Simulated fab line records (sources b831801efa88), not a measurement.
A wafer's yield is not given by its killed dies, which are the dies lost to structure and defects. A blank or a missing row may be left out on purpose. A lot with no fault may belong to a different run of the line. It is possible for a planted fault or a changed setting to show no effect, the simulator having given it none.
Which tool did it? | flow sky130 | 18 wafers from 6 lots sampled at 4 of the route's 708 steps

== WHAT THE GAUGES READ, wafer by wafer ==
SKY_CONTACT_BOW_MEAS_05.
lot  | measured     | on            | CONTACT_BOW (um)
L435 | day 30 22:23 | film-metro-01 | 68 79 67
L437 | day 31 08:11 | film-metro-01 | 83 81 83
L439 | day 31 23:39 | film-metro-02 | 86 77 73
L449 | day 35 10:07 | film-metro-03 | 78 80 99
L454 | day 36 23:47 | film-metro-01 | 86 81 80
L457 | day 37 21:24 | film-metro-02 | 81 70 72

== WHICH TOOL RAN EACH LOT (tool, then ch and the chambers of the sampled wafers, then the start) ==
lot  | SKY_LI_CONTACT_ETCH_15             | SKY_LOCAL_INTERCONNECT_SPUTTER_00 | SKY_LOCAL_INTERCONNECT_ETCH_13
L435 | rie-diel-01 ch 0,3, day 29 14:52   | pvd-sputter-01, day 29 16:00      | rie-metal-02 ch 0, day 30 21:00
L437 | rie-diel-02 ch 0,3, day 30 02:01   | pvd-sputter-03, day 30 03:10      | rie-metal-02 ch 0,1, day 31 06:57
L439 | rie-diel-02 ch 0,2,3, day 30 17:20 | pvd-sputter-04, day 30 18:27      | rie-metal-03 ch 1, day 31 22:24
L449 | rie-diel-01 ch 0,1,2, day 34 04:20 | pvd-sputter-04, day 34 05:28      | rie-metal-04 ch 0,1, day 35 08:41
L454 | rie-diel-03 ch 0,2,3, day 35 19:23 | pvd-sputter-04, day 35 20:32      | rie-metal-03 ch 0,1, day 36 22:29
L457 | rie-diel-01 ch 1,2, day 36 16:29   | pvd-sputter-04, day 36 17:41      | rie-metal-03 ch 0,1, day 37 20:08
- SKY_LI_CONTACT_ETCH_15: etches PSG in C4F8/O2/Ar, stops on Si, target depth 600 nm.
- SKY_LOCAL_INTERCONNECT_SPUTTER_00: material TiN, target thk 100 nm, time 83.3 s.
- SKY_LOCAL_INTERCONNECT_ETCH_13: etches BARC in N2/H2, stops on SiO2, time 45.9 s, target depth 60 nm.

== THE ANSWER, worked out from the rows above alone ==
Rule: the lots themselves supply what counts as usual. The widest of any qualifying gaps counts: lots, ordered by their means at a reading, are off when they make up no more than a third of the lots, leave a main group of 4 or more, and stand apart from it by 3 or more times the standard deviation of that group's means. A main group is skipped when, at the precision printed for the reading in the tables above, its means are all equal. Also off: a lot with no number at a reading for which 4 or more lots have one. All remaining lots with rows at the step are treated as sound.
No lot is off on any of the readings shown, so nothing can be concluded from this.

== WHAT THE SIMULATOR HAD INSERTED ==
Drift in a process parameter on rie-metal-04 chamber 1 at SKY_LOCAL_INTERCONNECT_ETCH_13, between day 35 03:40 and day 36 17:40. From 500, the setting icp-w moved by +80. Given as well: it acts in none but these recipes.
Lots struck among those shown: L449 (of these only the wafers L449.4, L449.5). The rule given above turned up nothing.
